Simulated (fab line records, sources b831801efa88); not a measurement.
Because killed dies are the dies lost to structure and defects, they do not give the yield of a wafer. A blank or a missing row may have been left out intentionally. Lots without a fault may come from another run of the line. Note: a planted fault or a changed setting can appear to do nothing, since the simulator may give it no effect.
Struck lot and sound lot, side by side -- flow sky130 -- 35 out of 708 route steps
Sound: wafers L355.1, L355.4, L355.6. Wafers L350.2, L350.4, L350.5 were the ones struck. The cause comes at the end.
Per side, at each step with rows, come the tool, then ch with its chambers, and then its first start. Under that, the readings that differ: sound wafers -- struck wafers -- difference of the means -- sigmas: that difference in standard deviations of wafers without a fault.
alike: readings whose means differ by less than 2 such deviations, and words and numbers that are the same on both sides. not compared: withheld readings, readings that some wafer has no value for, bounds like >300 that may hide the same value, and numbers for which the record gives no deviation and whose values overlap.
A row with sigmas, a row that says differs or no value, or rows on one side alone: a step with any of these is where the two part. Numbers that don't overlap but have no deviation are shown without sigmas and don't part them. A reading missing from all wafers of one side parts the sides only when that side holds two or more wafers.

first, 10 steps without rows for these wafers: SKY_GATE_OXIDE_IMPLANT_11; SKY_GATE_OXIDE_WET_ETCH_12 (etches SiO2 in dHF, target depth 16.8 nm, time 336 s); SKY_GATE_OXIDE_STRIP_13 (strips in O2/N2); SKY_GATE_OXIDE_CLEAN_15 (cleans in SC1/SC2, time 150 s); SKY_GATE_OXIDE_OXIDATION_16 (stabilise 600 s, purge 300 s, target thk 3.57 nm); SKY_POLY_GATE_CVD_00 (deposits poly-Si, target thk 180 nm, time 720 s); SKY_RES_PROTECT_DEHYDRATE_00 (time 60 s); SKY_RES_PROTECT_HMDS_01 (prime time 60 s); SKY_RES_PROTECT_COAT_02 (resist thk 1140 nm); SKY_RES_PROTECT_SOFTBAKE_03 (time 60 s).
SKY_RES_PROTECT_EXPOSE_04: exposes mask RPM, target cd 1270 nm.
  sound on iline stepper-01 ch 0, day 21 08:14; struck on iline stepper-02 ch 0, day 19 11:48
reading,sound,struck,difference,sigmas
model.RES_PROTECT.overlay x nm (nm),-0.1116 -0.1116 -0.1116,253.8 253.8 253.8,+253.9,
  alike: mask
then, 23 steps without rows for these wafers: SKY_RES_PROTECT_PEB_05; SKY_RES_PROTECT_DEVELOP_06 (develop time 60 s); SKY_POLY_GATE_IMPLANT_02; SKY_RES_PROTECT_STRIP_07 (strips in O2/N2); SKY_RES_PROTECT_CLEAN_09 (cleans in SC1/SC2, time 150 s); SKY_POLY_GATE_CVD_03 (deposits Si3N4 from DCS/NH3, target thk 75 nm, time 1290 s); SKY_POLY_GATE_DEHYDRATE_05 (time 60 s); SKY_POLY_GATE_HMDS_06 (prime time 60 s); SKY_POLY_GATE_COAT_07 (resist thk 110 nm); SKY_POLY_GATE_COAT_08 (resist thk 450 nm); SKY_POLY_GATE_SOFTBAKE_09 (time 90 s); SKY_POLY_GATE_EXPOSE_10 (exposes mask P1M, target cd 150 nm); SKY_POLY_GATE_PEB_11; SKY_POLY_GATE_DEVELOP_12 (develop time 60 s); SKY_POLY_GATE_ETCH_15 (etches BARC in N2/H2, stops on SiO2, time 118.5 s, target depth 110 nm); SKY_POLY_GATE_ETCH_16 (etches Si3N4 in CH3F/O2, stops on poly-Si, time 147.5 s, target depth 75 nm); SKY_POLY_GATE_ETCH_17 (etches poly-Si in HBr/Cl2, stops on SiO2, target depth 180 nm, time 70.5 s); SKY_POLY_GATE_STRIP_18 (strips in O2/N2); SKY_POLY_GATE_CLEAN_19 (cleans in SC1/SC2, time 150 s); SKY_POLY_GATE_OXIDATION_20 (stabilise 600 s, purge 300 s, target thk 4 nm); SKY_LDD_N_DEHYDRATE_00 (time 60 s); SKY_LDD_N_HMDS_01 (prime time 60 s); SKY_LDD_N_COAT_02 (resist thk 300 nm).
-- the record jumps here: 30 days lie between the struck wafers' starts before and after (it left off in module LDD_N and takes up again in module PAD_OPEN, whose first step shown is number 708 of the route) --
SKY_PAD_OPEN_PROBE_99:
  sound: prober-02 at day 50 01:51; struck: prober-01 at day 49 00:57
reading,sound,struck,difference,sigmas
killed at other,0 1 0,14 19 24,+19,+29
model.etest.res xhigh po.line ohm um,5279 5406 5417,1427 1455 1368,-3951,
model.etest.res xhigh po.width nm (nm),349.9 359 357,1405 1415 1434,+1063,
model.etest.res high po.line ohm um,723.7 719.1 722.4,514.1 528.3 506.6,-205.4,
model.etest.res high po.width nm (nm),348.9 358 359.5,506.6 510.9 515.2,+155.4,
  alike: killed_at_M0_to_M3, killed_at_M4_up, killed at contacts, killed at front end, killed dies, killed open, killed short

## WHERE THEY PART
At SKY_PAD_OPEN_PROBE_99 and nowhere else, as far as this record goes.

WHY: the cause the simulator had injected
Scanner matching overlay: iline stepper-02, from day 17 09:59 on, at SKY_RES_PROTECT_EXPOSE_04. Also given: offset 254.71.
